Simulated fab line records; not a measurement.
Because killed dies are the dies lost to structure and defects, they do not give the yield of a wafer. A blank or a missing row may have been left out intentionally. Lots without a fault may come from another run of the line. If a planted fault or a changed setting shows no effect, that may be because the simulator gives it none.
Matching of chambers | flow gf180mcu | GF_V2_CMP_26 on cmp-02 has 4 sister chambers
The step polishes, stops on SiO2, t overpolish 15 s, target thk 0 nm. 16 wafers are shown with their chamber, then 7 later ones without.

## EACH WAFER AND ITS CHAMBER
wafer  | chamber | motorCurrentA (A) | timeToEndpointS (s) | overpolishRunS (s)
L986.4 | 3       | 9.7               | 83                  | 14.999
L986.5 | 2       | 11.7              | 78                  | 14.987
L986.6 | 3       | 9.1               | 78                  | 14.983
L989.1 | 1       | 12.4              | 88                  | 15.013
L989.5 | 1       | 12.8              | 86                  | 15.000
L989.6 | 0       | 8.2               | 85                  | 15.007
L991.1 | 2       | 12.5              | 82                  | 14.990
L991.2 | 3       | 9.2               | 83                  | 14.999
L991.6 | 0       | 8.9               | 82                  | 15.002
L992.1 | 3       | 9.5               | 83                  | 15.000
L992.5 | 3       | 9.7               | 83                  | 14.991
L992.6 | 2       | 12.3              | 85                  | 14.998
L995.1 | 2       | 12.4              | 81                  | 15.002
L995.3 | 0       | 8.9               | 85                  | 14.993
L995.4 | 3       | 9.5               | 81                  | 15.009
L996.2 | 1       | 12.3              | 83                  | 14.996

SIGNATURES, as means of the wafers listed above
reading         | chamber 0 | chamber 1 | chamber 2 | chamber 3 | scatter within a chamber
motorCurrentA   | 8.667     | 12.500    | 12.225    | 9.450     | 0.312
timeToEndpointS | 84.00     | 85.67     | 81.50     | 81.83     | 2.32
overpolishRunS  | 15.00067  | 15.00300  | 14.99425  | 14.99683  | 0.00815
Rule: distance of a wafer from a chamber = root of the sum over the readings of ((wafer's reading minus chamber's mean) / reading's scatter) squared. The wafer belongs to the nearest chamber; if the next one is less than 2 further off, it can't be placed. The scatter: the root of (the sum of the squares of (reading less its chamber's mean) over the shown wafers, divided by (wafers less chambers)).

## WAFERS WHOSE CHAMBER IS MISSING
wafer  | motorCurrentA (A) | timeToEndpointS (s) | overpolishRunS (s)
L996.4 | 10.2              | 82                  | 15.010
L996.6 | 9.4               | 79                  | 14.995
L999.3 | 8.3               | 85                  | 15.003
L999.4 | 12.4              | 84                  | 15.003
L999.5 | 9.2               | 79                  | 14.985
L103.3 | 9.3               | 79                  | 15.015
L103.5 | 12.5              | 81                  | 15.009

## WHICH CHAMBER EACH WENT THROUGH
wafer  | from the rows above     | in truth
L996.4 | 3                       | 3
L996.6 | 3                       | 3
L999.3 | 0                       | 0
L999.4 | can't be placed: 1 or 2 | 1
L999.5 | can't be placed: 3 or 0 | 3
L103.3 | can't be placed: 3 or 0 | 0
L103.5 | can't be placed: 2 or 1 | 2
Correctly placed: 3 of 7. Not placeable from these rows: 4 (in 4, the candidates include the true chamber). 0 placed wrongly.
